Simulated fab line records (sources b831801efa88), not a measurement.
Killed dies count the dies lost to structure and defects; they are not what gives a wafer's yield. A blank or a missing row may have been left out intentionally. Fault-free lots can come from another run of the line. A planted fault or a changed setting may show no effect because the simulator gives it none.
fab line records || flow sfq_line
record {"lots": 14, "wafers": 42, "last_day": 94}
route steps=325 shown INCOMING@2
lots untouched by any fault: they come from a run of this same line in which no faults occurred
start_h: hours from the record's opening day to when the first of the lot's shown wafers began || wait_h: time in hours since the lot's previous step || " same as the row above || L1.1+2: several wafers, shown together as one row || - value missing, or start not given || * or withheld: withheld || < > ~ a bound
route shown NAME@n: a module of which the file shows steps, and the number in the route of the first || usual: the fault-free wafers' mean and standard deviation || same: alike in all rows || chamber/n: place in a boat || sites: the reading at each site || _std_site: the standard deviation of these || _edge_site: the outer-site mean with the inner-site mean subtracted || radius_mm: how far each site lies from the wafer's centre || mask NAME#n: copy n || behind: the tool/chamber that last shaped the wafer || hold: cause of the lot's hold/its duration in hours/its outcome || device: names the non-switching transistor (n, p or np) || end of line: tests run on the same wafers once the route is complete || where a step has no rows: the recipe by itself || killed: count of dies lost to structure and defects at first sort (not the wafer's yield) || map: per-die view of a wafer (x killed, . not killed, _ where there is no die)
set.NAME: setting as actually run; set.NAME@STEP: the setting as run at that earlier step || model.NAME: the simulator's own value behind a step, which no gauge read
one table for each step of the route and one row for each wafer, over a sample of lots
services: a tool's chamber out of use, with start hour (start_h, from the record's first day; less than 0 if before it), hours out, and reason
## steps
# step SFQ_TRILAYER_INCOMING_OXIDATION_002
# recipe {"temp_c": 1000, "ambient": "H2O", "target_thk_a": 5000, "p_h2o_torr": 720, "ox_time_s": 4939}
# usual {"spike_tc_bottom_C": "1017.1/1.2", "spike_tc_centre_C": "999.9/1.1", "spike_tc_lower_C": "1001.6/1.1", "spike_tc_top_C": "1012.2/1.7", "spike_tc_upper_C": "1000.0/1.1", "tube_center_temp_C": "1000/0.091", "tube_center_temp_C_max": "1002.6/0.44"}
{"lot.wafer": "L479.2", "tool": "furnace-02", "chamber": 0, "start_h": 10.12, "wait_h": 0.1, "spike_tc_bottom_C": 1016.8, "spike_tc_centre_C": 1000.8, "spike_tc_lower_C": 1000.5, "spike_tc_top_C": 1013.6, "spike_tc_upper_C": 1001.3, "tube_center_temp_C": 1000.1, "tube_center_temp_C_max": 1002.0}
{"lot.wafer": "L479.5", "tool": "furnace-02", "chamber": 0, "start_h": 10.12, "wait_h": 0.1, "spike_tc_bottom_C": 1016.6, "spike_tc_centre_C": 999.5, "spike_tc_lower_C": 1000.2, "spike_tc_top_C": 1013.5, "spike_tc_upper_C": 999.3, "tube_center_temp_C": 999.98, "tube_center_temp_C_max": 1002.5}
{"lot.wafer": "L479.6", "tool": "furnace-02", "chamber": 0, "start_h": 10.12, "wait_h": 0.1, "spike_tc_bottom_C": 1015.0, "spike_tc_centre_C": 1001.6, "spike_tc_lower_C": 1000.8, "spike_tc_top_C": 1013.7, "spike_tc_upper_C": 1000.8, "tube_center_temp_C": 999.94, "tube_center_temp_C_max": 1002.7}
{"lot.wafer": "L480.3", "tool": "furnace-01", "chamber": 0, "start_h": 15.12, "wait_h": 0.1, "spike_tc_bottom_C": 1016.8, "spike_tc_centre_C": 1000.0, "spike_tc_lower_C": 1001.7, "spike_tc_top_C": 1011.5, "spike_tc_upper_C": 1000.0, "tube_center_temp_C": 1000, "tube_center_temp_C_max": 1002.6}
{"lot.wafer": "L480.5", "tool": "furnace-01", "chamber": 0, "start_h": 15.12, "wait_h": 0.1, "spike_tc_bottom_C": 1017.4, "spike_tc_centre_C": 1000.6, "spike_tc_lower_C": 999.8, "spike_tc_top_C": 1010.9, "spike_tc_upper_C": 1000.4, "tube_center_temp_C": 1000.1, "tube_center_temp_C_max": 1002.9}
{"lot.wafer": "L480.6", "tool": "furnace-01", "chamber": 0, "start_h": 15.12, "wait_h": 0.1, "spike_tc_bottom_C": 1017.9, "spike_tc_centre_C": 997.9, "spike_tc_lower_C": 1001.2, "spike_tc_top_C": 1011.4, "spike_tc_upper_C": 998.0, "tube_center_temp_C": 1000.1, "tube_center_temp_C_max": 1003.3}
{"lot.wafer": "L481.2", "tool": "furnace-02", "chamber": 0, "start_h": 20.12, "wait_h": 0.1, "spike_tc_bottom_C": 1016.7, "spike_tc_centre_C": 1000.7, "spike_tc_lower_C": 1002.5, "spike_tc_top_C": 1014.1, "spike_tc_upper_C": 998.9, "tube_center_temp_C": 999.96, "tube_center_temp_C_max": 1002.2}
{"lot.wafer": "L481.3", "tool": "furnace-02", "chamber": 0, "start_h": 20.12, "wait_h": 0.1, "spike_tc_bottom_C": 1017.9, "spike_tc_centre_C": 1000.3, "spike_tc_lower_C": 1001.7, "spike_tc_top_C": 1015.7, "spike_tc_upper_C": 1001.5, "tube_center_temp_C": 1000.1, "tube_center_temp_C_max": 1003.0}
{"lot.wafer": "L481.4", "tool": "furnace-02", "chamber": 0, "start_h": 20.12, "wait_h": 0.1, "spike_tc_bottom_C": 1015.8, "spike_tc_centre_C": 1001.7, "spike_tc_lower_C": 1002.5, "spike_tc_top_C": 1014.6, "spike_tc_upper_C": 999.2, "tube_center_temp_C": 1000.1, "tube_center_temp_C_max": 1002.5}
{"lot.wafer": "L482.2", "tool": "furnace-01", "chamber": 0, "start_h": 25.12, "wait_h": 0.1, "spike_tc_bottom_C": 1019.6, "spike_tc_centre_C": 1000.9, "spike_tc_lower_C": 1001.1, "spike_tc_top_C": 1011.5, "spike_tc_upper_C": 999.2, "tube_center_temp_C": 999.99, "tube_center_temp_C_max": 1002.5}
{"lot.wafer": "L482.3", "tool": "furnace-01", "chamber": 0, "start_h": 25.12, "wait_h": 0.1, "spike_tc_bottom_C": 1017.4, "spike_tc_centre_C": 999.5, "spike_tc_lower_C": 1001.8, "spike_tc_top_C": 1010.4, "spike_tc_upper_C": 1001.3, "tube_center_temp_C": 999.96, "tube_center_temp_C_max": 1002.7}
{"lot.wafer": "L482.5", "tool": "furnace-01", "chamber": 0, "start_h": 25.12, "wait_h": 0.1, "spike_tc_bottom_C": 1016.1, "spike_tc_centre_C": 998.4, "spike_tc_lower_C": 1000.1, "spike_tc_top_C": 1010.7, "spike_tc_upper_C": 1000.3, "tube_center_temp_C": 1000.1, "tube_center_temp_C_max": 1002.3}
{"lot.wafer": "L484.2", "tool": "furnace-01", "chamber": 0, "start_h": 35.12, "wait_h": 0.1, "spike_tc_bottom_C": 1016.9, "spike_tc_centre_C": 1000.3, "spike_tc_lower_C": 1002.1, "spike_tc_top_C": 1010.8, "spike_tc_upper_C": 998.8, "tube_center_temp_C": 1000, "tube_center_temp_C_max": 1003.1}
{"lot.wafer": "L484.3", "tool": "furnace-01", "chamber": 0, "start_h": 35.12, "wait_h": 0.1, "spike_tc_bottom_C": 1018.9, "spike_tc_centre_C": 999.7, "spike_tc_lower_C": 1000.3, "spike_tc_top_C": 1013.3, "spike_tc_upper_C": 999.1, "tube_center_temp_C": 1000.1, "tube_center_temp_C_max": 1002.7}
{"lot.wafer": "L484.5", "tool": "furnace-01", "chamber": 0, "start_h": 35.12, "wait_h": 0.1, "spike_tc_bottom_C": 1018.5, "spike_tc_centre_C": 998.4, "spike_tc_lower_C": 1002.4, "spike_tc_top_C": 1013.5, "spike_tc_upper_C": 1000.2, "tube_center_temp_C": 999.92, "tube_center_temp_C_max": 1002.0}
{"lot.wafer": "L485.1", "tool": "furnace-02", "chamber": 0, "start_h": 40.12, "wait_h": 0.1, "spike_tc_bottom_C": 1016.3, "spike_tc_centre_C": 1000.8, "spike_tc_lower_C": 1001.9, "spike_tc_top_C": 1013.2, "spike_tc_upper_C": 999.8, "tube_center_temp_C": 1000, "tube_center_temp_C_max": 1003.2}
{"lot.wafer": "L485.5", "tool": "furnace-02", "chamber": 0, "start_h": 40.12, "wait_h": 0.1, "spike_tc_bottom_C": 1017.3, "spike_tc_centre_C": 1001.9, "spike_tc_lower_C": 1000.1, "spike_tc_top_C": 1011.8, "spike_tc_upper_C": 998.7, "tube_center_temp_C": 1000.1, "tube_center_temp_C_max": 1002.0}
{"lot.wafer": "L485.6", "tool": "furnace-02", "chamber": 0, "start_h": 40.12, "wait_h": 0.1, "spike_tc_bottom_C": 1016.8, "spike_tc_centre_C": 999.9, "spike_tc_lower_C": 1002.9, "spike_tc_top_C": 1014.1, "spike_tc_upper_C": 1001.3, "tube_center_temp_C": 1000, "tube_center_temp_C_max": 1003.6}
{"lot.wafer": "L487.2", "tool": "furnace-02", "chamber": 0, "start_h": 50.12, "wait_h": 0.1, "spike_tc_bottom_C": 1002.1, "spike_tc_centre_C": 984.7, "spike_tc_lower_C": 985.5, "spike_tc_top_C": 998.3, "spike_tc_upper_C": 985.7, "tube_center_temp_C": 983.74, "tube_center_temp_C_max": 986.3}
{"lot.wafer": "L487.5", "tool": "furnace-02", "chamber": 0, "start_h": 50.12, "wait_h": 0.1, "spike_tc_bottom_C": 999.0, "spike_tc_centre_C": 984.0, "spike_tc_lower_C": 986.4, "spike_tc_top_C": 997.1, "spike_tc_upper_C": 984.5, "tube_center_temp_C": 983.97, "tube_center_temp_C_max": 987.1}
{"lot.wafer": "L487.6", "tool": "furnace-02", "chamber": 0, "start_h": 50.12, "wait_h": 0.1, "spike_tc_bottom_C": 1000.8, "spike_tc_centre_C": 983.8, "spike_tc_lower_C": 983.9, "spike_tc_top_C": 998.1, "spike_tc_upper_C": 983.9, "tube_center_temp_C": 984.03, "tube_center_temp_C_max": 987.3}
{"lot.wafer": "L489.3", "tool": "furnace-02", "chamber": 0, "start_h": 60.12, "wait_h": 0.1, "spike_tc_bottom_C": 998.9, "spike_tc_centre_C": 984.9, "spike_tc_lower_C": 985.9, "spike_tc_top_C": 998.9, "spike_tc_upper_C": 982.1, "tube_center_temp_C": 983.85, "tube_center_temp_C_max": 985.8}
{"lot.wafer": "L489.4", "tool": "furnace-02", "chamber": 0, "start_h": 60.12, "wait_h": 0.1, "spike_tc_bottom_C": 1002.3, "spike_tc_centre_C": 984.0, "spike_tc_lower_C": 985.0, "spike_tc_top_C": 996.7, "spike_tc_upper_C": 984.5, "tube_center_temp_C": 983.84, "tube_center_temp_C_max": 986.5}
{"lot.wafer": "L489.6", "tool": "furnace-02", "chamber": 0, "start_h": 60.12, "wait_h": 0.1, "spike_tc_bottom_C": 1000.3, "spike_tc_centre_C": 983.3, "spike_tc_lower_C": 986.2, "spike_tc_top_C": 997.5, "spike_tc_upper_C": 984.4, "tube_center_temp_C": 983.9, "tube_center_temp_C_max": 985.8}
{"lot.wafer": "L494.2", "tool": "furnace-01", "chamber": 0, "start_h": 85.12, "wait_h": 0.1, "spike_tc_bottom_C": 1016.8, "spike_tc_centre_C": 998.7, "spike_tc_lower_C": 1001.3, "spike_tc_top_C": 1010.5, "spike_tc_upper_C": 998.6, "tube_center_temp_C": 1000, "tube_center_temp_C_max": 1002.2}
{"lot.wafer": "L494.4", "tool": "furnace-01", "chamber": 0, "start_h": 85.12, "wait_h": 0.1, "spike_tc_bottom_C": 1017.5, "spike_tc_centre_C": 999.8, "spike_tc_lower_C": 999.5, "spike_tc_top_C": 1012.3, "spike_tc_upper_C": 1000.6, "tube_center_temp_C": 1000.1, "tube_center_temp_C_max": 1002.7}
{"lot.wafer": "L494.6", "tool": "furnace-01", "chamber": 0, "start_h": 85.12, "wait_h": 0.1, "spike_tc_bottom_C": 1018.2, "spike_tc_centre_C": 999.0, "spike_tc_lower_C": 1002.7, "spike_tc_top_C": 1011.5, "spike_tc_upper_C": 1000.5, "tube_center_temp_C": 1000, "tube_center_temp_C_max": 1001.8}
{"lot.wafer": "L496.1", "tool": "furnace-01", "chamber": 0, "start_h": 95.12, "wait_h": 0.1, "spike_tc_bottom_C": 1017.4, "spike_tc_centre_C": 997.8, "spike_tc_lower_C": 1000.0, "spike_tc_top_C": 1012.3, "spike_tc_upper_C": 998.5, "tube_center_temp_C": 1000.1, "tube_center_temp_C_max": 1002.5}
{"lot.wafer": "L496.2", "tool": "furnace-01", "chamber": 0, "start_h": 95.12, "wait_h": 0.1, "spike_tc_bottom_C": 1017.6, "spike_tc_centre_C": 1000.1, "spike_tc_lower_C": 1001.3, "spike_tc_top_C": 1011.5, "spike_tc_upper_C": 1000.9, "tube_center_temp_C": 1000.2, "tube_center_temp_C_max": 1002.7}
{"lot.wafer": "L496.5", "tool": "furnace-01", "chamber": 0, "start_h": 95.12, "wait_h": 0.1, "spike_tc_bottom_C": 1017.8, "spike_tc_centre_C": 999.0, "spike_tc_lower_C": 1001.1, "spike_tc_top_C": 1008.6, "spike_tc_upper_C": 1000.3, "tube_center_temp_C": 999.99, "tube_center_temp_C_max": 1002.9}
{"lot.wafer": "L498.2", "tool": "furnace-01", "chamber": 0, "start_h": 105.12, "wait_h": 0.1, "spike_tc_bottom_C": 1018.1, "spike_tc_centre_C": 999.2, "spike_tc_lower_C": 1002.7, "spike_tc_top_C": 1010.4, "spike_tc_upper_C": 1001.7, "tube_center_temp_C": 1000.1, "tube_center_temp_C_max": 1002.7}
{"lot.wafer": "L498.4", "tool": "furnace-01", "chamber": 0, "start_h": 105.12, "wait_h": 0.1, "spike_tc_bottom_C": 1018.3, "spike_tc_centre_C": 998.0, "spike_tc_lower_C": 1002.4, "spike_tc_top_C": 1010.7, "spike_tc_upper_C": 1001.3, "tube_center_temp_C": 1000.1, "tube_center_temp_C_max": 1002.9}
{"lot.wafer": "L498.5", "tool": "furnace-01", "chamber": 0, "start_h": 105.12, "wait_h": 0.1, "spike_tc_bottom_C": 1017.5, "spike_tc_centre_C": 999.0, "spike_tc_lower_C": 999.9, "spike_tc_top_C": 1010.9, "spike_tc_upper_C": 999.3, "tube_center_temp_C": 999.95, "tube_center_temp_C_max": 1002.9}
{"lot.wafer": "L500.1", "tool": "furnace-01", "chamber": 0, "start_h": 115.12, "wait_h": 0.1, "spike_tc_bottom_C": 1019.4, "spike_tc_centre_C": 999.0, "spike_tc_lower_C": 999.7, "spike_tc_top_C": 1009.0, "spike_tc_upper_C": 999.6, "tube_center_temp_C": 999.9, "tube_center_temp_C_max": 1004.0}
{"lot.wafer": "L500.2", "tool": "furnace-01", "chamber": 0, "start_h": 115.12, "wait_h": 0.1, "spike_tc_bottom_C": 1017.4, "spike_tc_centre_C": 999.9, "spike_tc_lower_C": 1002.0, "spike_tc_top_C": 1011.7, "spike_tc_upper_C": 999.6, "tube_center_temp_C": 999.87, "tube_center_temp_C_max": 1002.1}
{"lot.wafer": "L500.4", "tool": "furnace-01", "chamber": 0, "start_h": 115.12, "wait_h": 0.1, "spike_tc_bottom_C": 1017.6, "spike_tc_centre_C": 998.9, "spike_tc_lower_C": 1002.0, "spike_tc_top_C": 1009.6, "spike_tc_upper_C": 997.5, "tube_center_temp_C": 1000.1, "tube_center_temp_C_max": 1002.7}
{"lot.wafer": "L501.1", "tool": "furnace-02", "chamber": 0, "start_h": 120.12, "wait_h": 0.1, "spike_tc_bottom_C": 1014.7, "spike_tc_centre_C": 1000.1, "spike_tc_lower_C": 1001.7, "spike_tc_top_C": 1011.6, "spike_tc_upper_C": 998.8, "tube_center_temp_C": 1000.1, "tube_center_temp_C_max": 1002.9}
{"lot.wafer": "L501.5", "tool": "furnace-02", "chamber": 0, "start_h": 120.12, "wait_h": 0.1, "spike_tc_bottom_C": 1016.9, "spike_tc_centre_C": 1000.6, "spike_tc_lower_C": 1002.0, "spike_tc_top_C": 1015.9, "spike_tc_upper_C": 999.3, "tube_center_temp_C": 999.93, "tube_center_temp_C_max": 1002.8}
{"lot.wafer": "L501.6", "tool": "furnace-02", "chamber": 0, "start_h": 120.12, "wait_h": 0.1, "spike_tc_bottom_C": 1017.7, "spike_tc_centre_C": 998.2, "spike_tc_lower_C": 1001.6, "spike_tc_top_C": 1014.3, "spike_tc_upper_C": 999.8, "tube_center_temp_C": 1000.2, "tube_center_temp_C_max": 1003.1}
{"lot.wafer": "L502.1", "tool": "furnace-01", "chamber": 0, "start_h": 125.12, "wait_h": 0.1, "spike_tc_bottom_C": 1018.7, "spike_tc_centre_C": 999.5, "spike_tc_lower_C": 1001.2, "spike_tc_top_C": 1010.7, "spike_tc_upper_C": 1001.2, "tube_center_temp_C": 999.94, "tube_center_temp_C_max": 1002.7}
{"lot.wafer": "L502.4", "tool": "furnace-01", "chamber": 0, "start_h": 125.12, "wait_h": 0.1, "spike_tc_bottom_C": 1017.8, "spike_tc_centre_C": 997.7, "spike_tc_lower_C": 999.5, "spike_tc_top_C": 1011.2, "spike_tc_upper_C": 1000.3, "tube_center_temp_C": 999.86, "tube_center_temp_C_max": 1002.9}
{"lot.wafer": "L502.5", "tool": "furnace-01", "chamber": 0, "start_h": 125.12, "wait_h": 0.1, "spike_tc_bottom_C": 1016.4, "spike_tc_centre_C": 999.0, "spike_tc_lower_C": 1002.1, "spike_tc_top_C": 1010.8, "spike_tc_upper_C": 1000.0, "tube_center_temp_C": 1000, "tube_center_temp_C_max": 1002.7}
## services
{"tool": "furnace-02", "chamber": "-", "start_h": 2.76, "hours": 6.4, "kind": "pm"}
{"tool": "furnace-01", "chamber": "-", "start_h": 27.49, "hours": 4.3, "kind": "pm"}
## key
first_sign {"step": "SFQ_TRILAYER_INCOMING_OXIDATION_002", "reading": "tube_center_temp_C", "direction": "down", "sigmas": "99+", "usual": "*", "struck": "*"}
effect {"step": "SFQ_TRILAYER_INCOMING_OXIDATION_002", "reading": "tube_center_temp_C_max", "direction": "down", "sigmas": 36, "usual": "*", "struck": "*"}
met_at SFQ_TRILAYER_INCOMING_OXIDATION_002
struck_lots L487,L489
onset_between 40.12 50.12
fault {"kind": "process_parameter_drift", "tool": "furnace-02", "chamber": "-", "onset_h": 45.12, "steps": "SFQ_TRILAYER_INCOMING_OXIDATION_002", "channel": "temp_c", "offset": "*", "shape": "step", "end_h": 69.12, "stated": "*"}
